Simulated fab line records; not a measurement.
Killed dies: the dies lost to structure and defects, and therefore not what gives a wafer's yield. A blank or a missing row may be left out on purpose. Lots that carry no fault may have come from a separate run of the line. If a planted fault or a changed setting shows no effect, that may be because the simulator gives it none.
fab line records	flow sky130
record lots=7	wafers=21	last-day=48
route steps=708 shown VT_ADJUST_NCORE@123 VT_ADJUST_HVTR@131 PAD_OPEN@708
lots with no fault: from the same line, run without faults
start-h: the number of hours between the record's first day and the start of the first shown wafer of the lot	wait-h: hours since the lot's step before	" identical to the entry in the row above	L1.1+2: one row covering several wafers at once	- no value, or no start was given	* or withheld: withheld	< > ~ a bound
route shown NAME@n: names a module that has steps shown in the file, with the first one's number in the route	usual: mean/standard deviation of fault-free wafers	same: alike in all rows	chamber/n: place in a boat	sites: readings site by site	_std_site: how widely they spread, as a standard deviation	_edge_site: mean of outer sites minus mean of inner sites	radius-mm: how far each site lies from the wafer's centre	mask NAME#n: copy n	behind: tool/chamber where the wafer was last shaped	hold: why the lot was held/for how many hours/how that ended	device: the transistor (n, p or np) that didn't switch	end of line: the tests these same wafers got at the end of their route	step lacking rows: just its recipe	killed: at the first sort, the dies lost to defects and structure; wafer yield is something else	map: the dies of a wafer, with x for killed, . for not killed, _ for no die there
set.NAME: the setting that was run; set.NAME@STEP: the one run at that earlier step	model.NAME: the simulator's own value behind a step, which no gauge read
lots at selected steps of the route; one table per step, one row per wafer
services: the hour from which a tool's chamber was out of use, counted from the record's first day as start-h (under 0 if before that day), plus the number of hours and why
## steps
# step SKY_VT_ADJUST_NCORE_EXPOSE_04
# recipe mask-id=LVTN_COMPLEMENT_THIN	na=0.6	source-shape=conventional	sigma-outer=0.6	polarization=unpolarized	target-cd-nm=380	dose-mj=139
# step SKY_VT_ADJUST_NCORE_PEB_05
# recipe temp-c=withheld	time-s=*	resist=NOVOLAK
# step SKY_VT_ADJUST_NCORE_DEVELOP_06
# recipe resist=NOVOLAK	developer=TMAH	develop-time-s=60	dev-temp-c=23
# step SKY_VT_ADJUST_NCORE_CD_MEAS_07
# recipe target-cd-nm=380
# usual cd-nm=379.4/2.4
lot.wafer	tool	chamber	start-h	wait-h	cd-nm
L590.3	cd-sem-01	-	215.14	0.1	383.2
L590.4	"	-	"	"	381.1
L590.6	"	-	"	"	379.2
L591.1	cd-sem-02	-	224.61	0.1	379.7
L591.3	"	-	"	"	379.9
L591.4	"	-	"	"	378.6
L592.2	cd-sem-01	-	229.48	0.1	374.4
L592.5	"	-	"	"	377.0
L592.6	"	-	"	"	374.4
L593.1	cd-sem-01	-	232.70	0.1	380.5
L593.2	"	-	"	"	377.0
L593.5	"	-	"	"	378.1
L594.3	cd-sem-01	-	246.39	0.1	383.1
L594.5	"	-	"	"	380.1
L594.6	"	-	"	"	382.3
L595.3	cd-sem-01	-	247.29	0.1	379.3
L595.4	"	-	"	"	375.5
L595.5	"	-	"	"	379.4
L600.1	cd-sem-01	-	282.15	0.2	376.7
L600.3	"	-	"	"	377.3
L600.4	"	-	"	"	381.4
# step SKY_VT_ADJUST_NCORE_OVL_MEAS_08
# usual VT_ADJUST_NCORE_OVL=-0.8/1.2
lot.wafer	tool	chamber	start-h	wait-h	VT_ADJUST_NCORE_OVL[nm]
L590.3	overlay-01	-	215.23	0.1	-0.8
L590.4	"	-	"	"	-2.0
L590.6	"	-	"	"	-1.8
L591.1	overlay-02	-	224.73	0.1	-1.1
L591.3	"	-	"	"	-1.6
L591.4	"	-	"	"	-0.4
L592.2	overlay-01	-	229.59	0.1	-0.3
L592.5	"	-	"	"	-0.5
L592.6	"	-	"	"	0.9
L593.1	overlay-02	-	232.82	0.1	-0.2
L593.2	"	-	"	"	0.2
L593.5	"	-	"	"	-0.3
L594.3	overlay-02	-	246.48	0.1	0.2
L594.5	"	-	"	"	-0.1
L594.6	"	-	"	"	-0.5
L595.3	overlay-02	-	247.38	0.1	-2.6
L595.4	"	-	"	"	0.3
L595.5	"	-	"	"	-1.0
L600.1	overlay-02	-	282.27	0.1	0.2
L600.3	"	-	"	"	-1.2
L600.4	"	-	"	"	-1.0
# step SKY_VT_ADJUST_NCORE_IMPLANT_09
# recipe species=B	energy-kev=10	dose-cm2=2.4e+12	tilt-deg=withheld
# step SKY_VT_ADJUST_NCORE_STRIP_10
# recipe chemistry=O2/N2	power-w=1400	pressure-mtorr=1500	platen-temp-c=withheld	o2-flow-sccm=3000	n2-flow-sccm=300	overash-fraction=0.5
# usual drypump-motor-current-A=5.6/0.46	oes-product-au=0.715/0.0043	strip-time-to-endpoint-s=14.11/0.031
lot.wafer	tool	chamber	start-h	wait-h	drypump-motor-current-A	oes-product-au	rf-hours-counter-h	strip-time-to-endpoint-s
L590.3	plasma-asher-03	1	215.44	0.1	5.4	0.710	-	14.14
L590.4	"	0	"	"	5.3	0.712	-	14.07
L590.6	"	1	"	"	5.4	0.718	-	14.12
L591.1	plasma-asher-02	0	224.92	0.1	5.8	0.714	51	14.04
L591.3	"	1	"	"	6.0	0.716	-	14.08
L591.4	"	0	"	"	5.7	0.727	-	14.11
L592.2	plasma-asher-02	1	229.77	0.1	6.0	0.717	52	14.13
L592.5	"	1	"	"	6.1	0.715	-	14.15
L592.6	"	0	"	"	5.7	0.712	-	14.13
L593.1	plasma-asher-03	1	233.01	0.1	5.5	0.713	11	14.08
L593.2	"	0	"	"	5.3	0.711	11	14.09
L593.5	"	0	"	"	5.3	0.724	-	14.08
L594.3	plasma-asher-02	1	246.69	0.1	6.1	0.718	-	14.08
L594.5	"	0	"	"	5.8	0.722	-	14.09
L594.6	"	1	"	"	6.1	0.715	-	14.11
L595.3	plasma-asher-03	0	247.59	0.1	5.3	0.712	-	14.13
L595.4	"	1	"	"	5.4	0.711	-	14.15
L595.5	"	0	"	"	5.3	0.720	-	14.16
L600.1	plasma-asher-02	1	282.45	0.1	6.0	0.715	57	14.07
L600.3	"	0	"	"	5.7	0.709	-	14.12
L600.4	"	1	"	"	6.1	0.712	-	14.09
# step SKY_VT_ADJUST_NCORE_TW_MEAS_11
# usual VT_ADJUST_NCORE_TW=218.7/2.1
lot.wafer	tool	chamber	start-h	wait-h	VT_ADJUST_NCORE_TW
L590.3	film-metro-03	-	215.53	0.1	221.7
L590.4	"	-	"	"	223.5
L590.6	"	-	"	"	222.1
L591.1	film-metro-02	-	225.02	0.1	216.8
L591.3	"	-	"	"	216.6
L591.4	"	-	"	"	215.8
L592.2	film-metro-03	-	229.88	0.1	220.2
L592.5	"	-	"	"	221.9
L592.6	"	-	"	"	220.7
L593.1	film-metro-01	-	233.11	0.1	217.2
L593.2	"	-	"	"	218.5
L593.5	"	-	"	"	217.8
L594.3	film-metro-01	-	246.78	0.1	217.5
L594.5	"	-	"	"	216.5
L594.6	"	-	"	"	217.0
L595.3	film-metro-01	-	247.68	0.1	218.0
L595.4	"	-	"	"	217.0
L595.5	"	-	"	"	218.4
L600.1	film-metro-02	-	282.55	0.1	219.4
L600.3	"	-	"	"	217.8
L600.4	"	-	"	"	219.6
# step SKY_VT_ADJUST_HVTR_DEHYDRATE_00
# recipe temp-c=200	time-s=60
# step SKY_VT_ADJUST_HVTR_HMDS_01
# recipe prime-time-s=60	prime-temp-c=120
# step SKY_VT_ADJUST_HVTR_COAT_02
# recipe resist=NOVOLAK	spin-rpm=3000	resist-thk-nm=1140
# step SKY_VT_ADJUST_HVTR_SOFTBAKE_03
# recipe temp-c=90	time-s=60	resist=NOVOLAK
# step SKY_VT_ADJUST_HVTR_EXPOSE_04
# recipe mask-id=HVTRM	target-cd-nm=380	na=0.6	source-shape=conventional	sigma-outer=0.6	dose-mj=150
lot.wafer	tool	chamber	start-h	wait-h	mask	model.VT_ADJUST_HVTR.overlay-x-nm
L590.3+4+6	iline-stepper-02	0	227.64	-	HVTRM#0	-1.106
L591.1+3+4	iline-stepper-02	0	235.86	-	HVTRM#0	0.894
L592.2+5+6	iline-stepper-02	0	240.98	-	HVTRM#0	-148.7
L593.1+2+5	iline-stepper-01	0	244.29	-	HVTRM#0	-0.5885
L594.3+5+6	iline-stepper-02	0	258.29	-	HVTRM#0	-148.6
L595.3+4+5	iline-stepper-02	0	258.80	-	HVTRM#0	-148.7
L600.1+3+4	iline-stepper-01	0	295.06	-	HVTRM#0	0.1221
# step SKY_VT_ADJUST_HVTR_PEB_05
# recipe temp-c=withheld	time-s=*	resist=NOVOLAK
# step SKY_VT_ADJUST_HVTR_DEVELOP_06
# recipe develop-time-s=60	dev-temp-c=23
# step SKY_VT_ADJUST_HVTR_CD_MEAS_07
# recipe target-cd-nm=380
# usual cd-nm=379.2/2.3
lot.wafer	tool	chamber	start-h	wait-h	cd-nm
L590.3	cd-sem-01	-	238.32	0.1	380.8
L590.4	"	-	"	"	381.2
L590.6	"	-	"	"	380.4
L591.1	cd-sem-02	-	247.48	0.1	384.0
L591.3	"	-	"	"	380.5
L591.4	"	-	"	"	385.7
L592.2	cd-sem-01	-	252.55	0.1	381.5
L592.5	"	-	"	"	380.3
L592.6	"	-	"	"	380.9
L593.1	cd-sem-02	-	255.81	0.1	374.3
L593.2	"	-	"	"	371.9
L593.5	"	-	"	"	375.0
L594.3	cd-sem-01	-	269.80	0.1	378.8
L594.5	"	-	"	"	374.8
L594.6	"	-	"	"	378.3
L595.3	cd-sem-01	-	270.50	0.1	375.3
L595.4	"	-	"	"	376.1
L595.5	"	-	"	"	378.8
L600.1	cd-sem-01	-	306.08	0.1	379.1
L600.3	"	-	"	"	378.4
L600.4	"	-	"	"	377.8
# step SKY_VT_ADJUST_HVTR_OVL_MEAS_08
# usual VT_ADJUST_HVTR_OVL=-0.4/1.5
lot.wafer	tool	chamber	start-h	wait-h	VT_ADJUST_HVTR_OVL[nm]
L590.3	overlay-01	-	238.41	0.1	-0.9
L590.4	"	-	"	"	-1.3
L590.6	"	-	"	"	-0.6
L591.1	overlay-01	-	247.60	0.1	-0.6
L591.3	"	-	"	"	0.0
L591.4	"	-	"	"	0.3
L592.2	overlay-01	-	252.65	0.1	-150.5
L592.5	"	-	"	"	-149.9
L592.6	"	-	"	"	-150.2
L593.1	overlay-01	-	255.93	0.1	-3.1
L593.2	"	-	"	"	-2.5
L593.5	"	-	"	"	0.2
L594.3	overlay-01	-	269.89	0.1	-149.6
L594.5	"	-	"	"	-149.5
L594.6	"	-	"	"	-149.2
L595.3	overlay-01	-	270.59	0.1	-149.2
L595.4	"	-	"	"	-150.3
L595.5	"	-	"	"	-149.7
L600.1	overlay-01	-	306.20	0.1	-0.2
L600.3	"	-	"	"	0.9
L600.4	"	-	"	"	1.1
# step SKY_VT_ADJUST_HVTR_IMPLANT_09
# recipe species=B	energy-kev=10	dose-cm2=2.1e+12	tilt-deg=withheld
# step SKY_PAD_OPEN_PROBE_99
# usual killed_at_M0_to_M3=43/7.1	killed_at_M4_up=3.0/1.6	killed-at-contacts=24/5.3	killed-at-front-end=16/4.1	killed-at-other=0.5/0.82	killed-dies=86/9.4	killed-on-rim=17/4.1	killed-open=46/6.9	killed-short=39/6.5
# same gross-dies=492	killed-at-back-side=0
lot.wafer	tool	chamber	start-h	wait-h	killed_at_M0_to_M3	killed_at_M4_up	killed-at-contacts	killed-at-front-end	killed-at-other	killed-dies	killed-on-rim	killed-open	killed-short	model.etest.pfet_01v8_mvt.drive-ua-um	model.etest.pfet_01v8_mvt.off-log10-a-um	model.etest.pfet_01v8_mvt.vt-sat-v	model.etest.pfet_01v8_mvt.vt-v
L590.3	prober-02	-	1108.53	0.2	49	4	21	14	5	93	22	47	42	149.8	-10.58	-0.5644	-0.6463
L590.4	prober-02	-	1108.58	0.2	38	4	24	16	2	84	13	40	42	153.1	-10.37	-0.5571	-0.6418
L590.6	prober-02	-	1108.68	0.2	33	3	26	19	2	83	18	52	29	154.2	-10.54	-0.5571	-0.6437
L591.1	prober-01	-	1114.76	0.1	36	3	17	20	1	77	17	38	38	155.6	-10.25	-0.5331	-0.6218
L591.3	prober-01	-	1114.86	0.2	42	4	15	10	1	72	18	34	36	155.3	-10.07	-0.5215	-0.6138
L591.4	prober-01	-	1114.91	0.2	53	4	21	10	1	89	23	50	38	153.7	-10.25	-0.5424	-0.6321
L592.2	prober-02	-	1118.28	0.1	54	2	16	14	0	86	14	51	34	147.5	-10.94	-0.6325	-0.7127
L592.5	prober-02	-	1118.43	0.2	31	6	20	13	0	70	19	32	38	145.7	-10.95	-0.6361	-0.7124
L592.6	prober-02	-	1118.48	0.2	39	3	16	14	0	72	18	45	27	144.7	-11.03	-0.6407	-0.7189
L593.1	prober-01	-	1118.78	0.1	51	3	24	20	0	98	20	54	44	152.7	-10.8	-0.5649	-0.6546
L593.2	prober-01	-	1118.83	0.1	44	2	19	14	0	79	13	38	41	151.5	-10.8	-0.5711	-0.6575
L593.5	prober-01	-	1118.98	0.2	50	2	28	12	1	93	21	47	46	152.5	-10.68	-0.5675	-0.6546
L594.3	prober-02	-	1130.04	0.2	40	5	22	12	0	79	20	46	32	146.2	-10.92	-0.6319	-0.7148
L594.5	prober-02	-	1130.14	0.2	45	2	17	18	0	82	21	38	44	146.2	-11.29	-0.6407	-0.721
L594.6	prober-02	-	1130.19	0.2	42	2	20	15	1	80	18	31	48	144.4	-11.18	-0.649	-0.7296
L595.3	prober-01	-	1132.48	0.2	50	5	16	19	0	90	14	53	37	143.8	-11.53	-0.6685	-0.7468
L595.4	prober-01	-	1132.53	0.2	47	2	20	14	1	84	16	44	39	143.3	-11.73	-0.6788	-0.7553
L595.5	prober-01	-	1132.58	0.2	40	1	24	20	0	85	22	45	40	146.6	-11.35	-0.6671	-0.7458
L600.1	prober-01	-	1162.29	0.1	35	4	23	13	0	75	16	38	37	148.5	-11.12	-0.5958	-0.6816
L600.3	prober-01	-	1162.39	0.2	55	1	32	23	0	111	22	70	41	150.2	-11.11	-0.5862	-0.6754
L600.4	prober-01	-	1162.44	0.2	47	5	11	10	0	73	12	30	42	151.1	-11.24	-0.5918	-0.679
# killed by level:class
L590.3 VIA1:geometric-particle:open=10 VIA2:geometric-particle:open=9 CONTACT:geometric-particle:open=7 LI_CONTACT:geometric-particle:open=6 METAL1:geometric-particle:short=6 VIA3:geometric-particle:open=5 VIA3:geometric-particle:short=5 POLY_GATE:geometric-particle:short=4
L590.4 CONTACT:geometric-particle:open=10 VIA1:geometric-particle:open=9 VIA3:geometric-particle:open=7 LOCAL_INTERCONNECT:geometric-particle:short=5 VIA1:geometric-particle:short=5 VIA2:geometric-particle:short=5 LI_CONTACT:geometric-particle:open=4 FIELD_ISO:geometric-particle:short=3
L590.6 CONTACT:geometric-particle:open=10 LI_CONTACT:geometric-particle:open=9 VIA1:geometric-particle:open=7 VIA2:geometric-particle:open=6 METAL2:geometric-particle:short=4 VIA3:geometric-particle:open=4 FIELD_ISO:geometric-particle:open=3 POLY_GATE:geometric-particle:open=3
L591.1 CONTACT:geometric-particle:open=11 VIA1:geometric-particle:open=7 POLY_GATE:geometric-particle:short=5 METAL1:geometric-particle:short=5 VIA3:geometric-particle:open=5 POLY_GATE:geometric-particle:open=4 FIELD_ISO:geometric-particle:short=3 METAL1:geometric-particle:open=3
L591.3 VIA1:geometric-particle:open=12 VIA3:geometric-particle:short=6 VIA3:geometric-particle:open=6 LI_CONTACT:geometric-particle:open=5 METAL2:geometric-particle:short=4 METAL4:geometric-particle:short=4 FIELD_ISO:geometric-particle:open=3 CONTACT:geometric-particle:short=3
L591.4 CONTACT:geometric-particle:open=11 VIA1:geometric-particle:open=10 VIA3:geometric-particle:open=9 METAL2:geometric-particle:short=9 VIA3:geometric-particle:short=8 LI_CONTACT:geometric-particle:open=7 METAL1:geometric-particle:short=5 VIA1:geometric-particle:short=5
L592.2 VIA1:geometric-particle:open=13 CONTACT:geometric-particle:open=8 VIA3:geometric-particle:open=7 METAL2:geometric-particle:short=6 VIA2:geometric-particle:open=6 FIELD_ISO:geometric-particle:short=5 METAL1:geometric-particle:short=4 VIA2:geometric-particle:short=4
L592.5 METAL1:geometric-particle:short=9 LI_CONTACT:geometric-particle:open=8 CONTACT:geometric-particle:open=7 FIELD_ISO:geometric-particle:short=6 VIA1:geometric-particle:open=6 METAL4:geometric-particle:short=6 METAL2:geometric-particle:short=5 VIA3:geometric-particle:open=4
L592.6 VIA1:geometric-particle:open=10 METAL2:geometric-particle:short=6 VIA3:geometric-particle:open=6 CONTACT:geometric-particle:open=5 VIA2:geometric-particle:open=5 FIELD_ISO:geometric-particle:open=4 LI_CONTACT:geometric-particle:open=4 FIELD_ISO:geometric-particle:short=3
L593.1 CONTACT:geometric-particle:open=9 VIA1:geometric-particle:open=8 VIA2:geometric-particle:open=7 METAL2:geometric-particle:short=6 VIA3:geometric-particle:open=6 FIELD_ISO:geometric-particle:open=5 LI_CONTACT:geometric-particle:open=5 LOCAL_INTERCONNECT:geometric-particle:short=5
L593.2 VIA1:geometric-particle:open=8 VIA2:geometric-particle:open=7 CONTACT:geometric-particle:open=6 METAL1:geometric-particle:short=6 VIA2:geometric-particle:short=5 VIA3:geometric-particle:open=5 POLY_GATE:geometric-particle:short=4 LI_CONTACT:geometric-particle:open=4
L593.5 METAL1:geometric-particle:short=10 VIA3:geometric-particle:open=9 LI_CONTACT:geometric-particle:open=8 CONTACT:geometric-particle:open=8 LI_CONTACT:geometric-particle:short=6 VIA1:geometric-particle:open=6 METAL2:geometric-particle:short=6 VIA1:geometric-particle:short=6
L594.3 CONTACT:geometric-particle:open=8 VIA1:geometric-particle:open=8 METAL2:geometric-particle:short=7 CONTACT:geometric-particle:short=6 VIA3:geometric-particle:open=6 LI_CONTACT:geometric-particle:open=4 METAL1:geometric-particle:short=4 METAL2:geometric-particle:open=4
L594.5 VIA3:geometric-particle:open=9 VIA1:geometric-particle:open=7 METAL1:geometric-particle:short=7 FIELD_ISO:geometric-particle:open=6 VIA3:geometric-particle:short=6 FIELD_ISO:geometric-particle:short=5 POLY_GATE:geometric-particle:short=5 LI_CONTACT:geometric-particle:open=5
L594.6 VIA1:geometric-particle:open=10 POLY_GATE:geometric-particle:short=9 METAL1:geometric-particle:short=8 LOCAL_INTERCONNECT:geometric-particle:short=6 METAL2:geometric-particle:short=6 VIA1:geometric-particle:short=5 LI_CONTACT:geometric-particle:open=4 VIA2:geometric-particle:open=4
L595.3 CONTACT:geometric-particle:open=11 VIA1:geometric-particle:open=11 VIA2:geometric-particle:open=9 VIA3:geometric-particle:open=6 VIA1:geometric-particle:short=5 METAL2:geometric-particle:short=5 METAL1:geometric-particle:short=4 FIELD_ISO:geometric-particle:short=3
L595.4 VIA1:geometric-particle:open=12 VIA2:geometric-particle:open=10 CONTACT:geometric-particle:open=9 METAL2:geometric-particle:short=7 FIELD_ISO:geometric-particle:short=5 CONTACT:geometric-particle:short=5 METAL1:geometric-particle:short=4 VIA1:geometric-particle:short=4
L595.5 CONTACT:geometric-particle:open=9 VIA1:geometric-particle:open=9 LOCAL_INTERCONNECT:geometric-particle:short=7 POLY_GATE:geometric-particle:short=6 VIA1:geometric-particle:short=6 VIA3:geometric-particle:open=6 POLY_GATE:geometric-particle:open=4 METAL1:geometric-particle:short=4
L600.1 CONTACT:geometric-particle:open=13 VIA1:geometric-particle:open=8 METAL2:geometric-particle:short=5 VIA3:geometric-particle:short=5 POLY_GATE:geometric-particle:open=4 METAL4:geometric-particle:short=4 VIA2:geometric-particle:short=3 POLY_GATE:geometric-particle:short=3
L600.3 CONTACT:geometric-particle:open=14 VIA1:geometric-particle:open=13 POLY_GATE:geometric-particle:open=10 VIA2:geometric-particle:open=10 LI_CONTACT:geometric-particle:open=9 VIA3:geometric-particle:open=7 CONTACT:geometric-particle:short=6 VIA1:geometric-particle:short=6
L600.4 VIA1:geometric-particle:open=13 METAL2:geometric-particle:short=7 VIA1:geometric-particle:short=5 VIA2:geometric-particle:open=4 METAL3:geometric-particle:short=4 FIELD_ISO:geometric-particle:short=3 LI_CONTACT:geometric-particle:short=3 CONTACT:geometric-particle:short=3
## services
tool	chamber	start-h	hours	kind
plasma-asher-02	-	205.82	0.7	repair
plasma-asher-03	-	217.35	1.6	repair
plasma-asher-02	-	241.94	1.7	repair
iline-stepper-02	-	288.37	3.2	repair
iline-stepper-02	-	293.47	4.4	pm
## key
first-sign step=SKY_VT_ADJUST_HVTR_OVL_MEAS_08	reading=VT_ADJUST_HVTR_OVL	direction=down	sigmas=99	usual=-0.4	struck=-149.8
effect none on later readings
model-effect step=SKY_VT_ADJUST_HVTR_EXPOSE_04	value=VT_ADJUST_HVTR.overlay-x-nm	without=-0.1005	struck=-148.7
model-effect step=SKY_PAD_OPEN_PROBE_99	value=etest.pfet_01v8_mvt.drive-ua-um	without=156.4	struck=145.4
met-at SKY_VT_ADJUST_HVTR_EXPOSE_04
struck-wafers L592.2,L592.5,L592.6,L594.3,L594.5,L594.6,L595.3,L595.4,L595.5
tester-left-out L592,L594,L595
onset-between 235.86 240.98
fault kind=scanner-matching-overlay	tool=iline-stepper-02	chamber=-	onset-h=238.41	steps=SKY_VT_ADJUST_HVTR_EXPOSE_04	offset=-148.59
# tester-left-out: of these lots the tester's yield and bins aren't shown, on N5 and GAA mostly nor the transistor test; their killed dies are dies lost to structure and defects alone, not to doping, threshold or leakage, so they don't give the yield
